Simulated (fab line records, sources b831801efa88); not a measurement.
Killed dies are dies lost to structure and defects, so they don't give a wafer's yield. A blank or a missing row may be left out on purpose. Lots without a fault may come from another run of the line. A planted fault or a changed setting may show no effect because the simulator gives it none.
One fault seen from 2 desks | flow gf180mcu | each desk has only its own numbers; what lay behind them comes last

THE TOOL OWNER'S DESK: plasma_asher-01
The tool's own readings at GF_HV_LDD_STRIP_37 (strips in O2/N2): means of the sampled wafers that have a number, for each lot that ran on this tool. A lot is out of limits, marked OUT, if its mean lies more than 4 standard deviations from the usual mean; the brackets give that distance.
Columns: A = chamber_pressure_mTorr at GF_HV_LDD_STRIP_37, usual 1499.9 mTorr; B = drypump_motor_current_A at GF_HV_LDD_STRIP_37, usual 6.1 A; C = heater_power_w at GF_HV_LDD_STRIP_37, usual 353 W; D = oes_product_au at GF_HV_LDD_STRIP_37, usual 0.717 a.u.; E = strip_time_to_endpoint_s at GF_HV_LDD_STRIP_37, usual 12.59 s
lot  | first seen here | A      | B   | C   | D     | E
L818 | day 11 21:45    | 1499.5 | 6.3 | 338 | 0.719 | 12.67
L821 | day 13 00:16    | 1499.2 | 6.5 | 337 | 0.720 | 12.55
L832 | day 16 22:58    | 1500.4 | 6.3 | 339 | 0.716 | 12.61
L834 | day 17 03:38    | 1499.6 | 6.6 | 331 | 0.717 | 12.60
L836 | day 18 04:26    | 1498.8 | 6.3 | 339 | 0.719 | 12.59
L839 | day 18 22:28    | 1499.8 | 6.5 | 332 | 0.717 | 12.60
This desk's finding: nothing out of limits on any of the 6 lots.

THE METROLOGY DESK
What the gauges read, lot by lot, whatever tool the lot ran on: means of the sampled wafers that have a number. A lot is out of limits, marked OUT, if its mean lies more than 4 standard deviations from the usual mean; the brackets give that distance.
Columns: A = VT_IMPLANT_TW at GF_VT_IMPLANT_TW_MEAS_10, usual 558; B = cd_nm at GF_HV_LDD_CD_MEAS_19, usual 400.4 nm; C = HV_LDD_2_TW at GF_HV_LDD_TW_MEAS_23, usual 1048; D = HV_LDD_4_TW at GF_HV_LDD_TW_MEAS_50, usual 564
lot  | first seen here | A   | B     | C    | D
L818 | day 5 21:16     | 556 | 399.4 | 1057 | 558
L821 | day 6 14:56     | 560 | 401.7 | 1040 | 565
L823 | day 7 05:35     | 554 | 400.1 | 1053 | 29 (-91) OUT
L824 | day 7 09:19     | 559 | 399.5 | 1060 | 29 (-91) OUT
L825 | day 7 17:35     | 561 | 400.2 | 1060 | 557
L830 | day 8 21:40     | 551 | 403.5 | 1034 | 557
L832 | day 9 13:02     | 566 | 396.7 | 1058 | 564
L834 | day 9 23:34     | 561 | 400.5 | 1041 | 558
L836 | day 10 12:40    | 561 | 399.5 | 1048 | 560
L837 | day 10 17:52    | 552 | 401.0 | 1066 | 573
L839 | day 11 05:52    | 561 | 403.6 | 1049 | 559
L840 | day 11 13:25    | 562 | 400.1 | 1033 | 562
This desk's finding: out of limits on L823, L824; first on L823, day 14 16:30 (HV_LDD_4_TW at GF_HV_LDD_TW_MEAS_50). In limits: L818, L821, L825, L830, L832, L834, L836, L837, L839, L840.

PUT TOGETHER
The metrology desk could have raised an alarm at day 14 16:30, on L823, L824.
The tool owner's desk saw nothing out of limits.
The tool owner's desk has no number on record for L823, L824.
Of the lots named, all ran GF_HV_LDD_STRIP_37 on plasma_asher-01.

WHAT THE SIMULATOR HAD PUT IN
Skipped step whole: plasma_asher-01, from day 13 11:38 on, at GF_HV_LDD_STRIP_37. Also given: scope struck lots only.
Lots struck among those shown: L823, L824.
Hours from the fault's start to each desk's first reading out of limits: the metrology desk, 29.
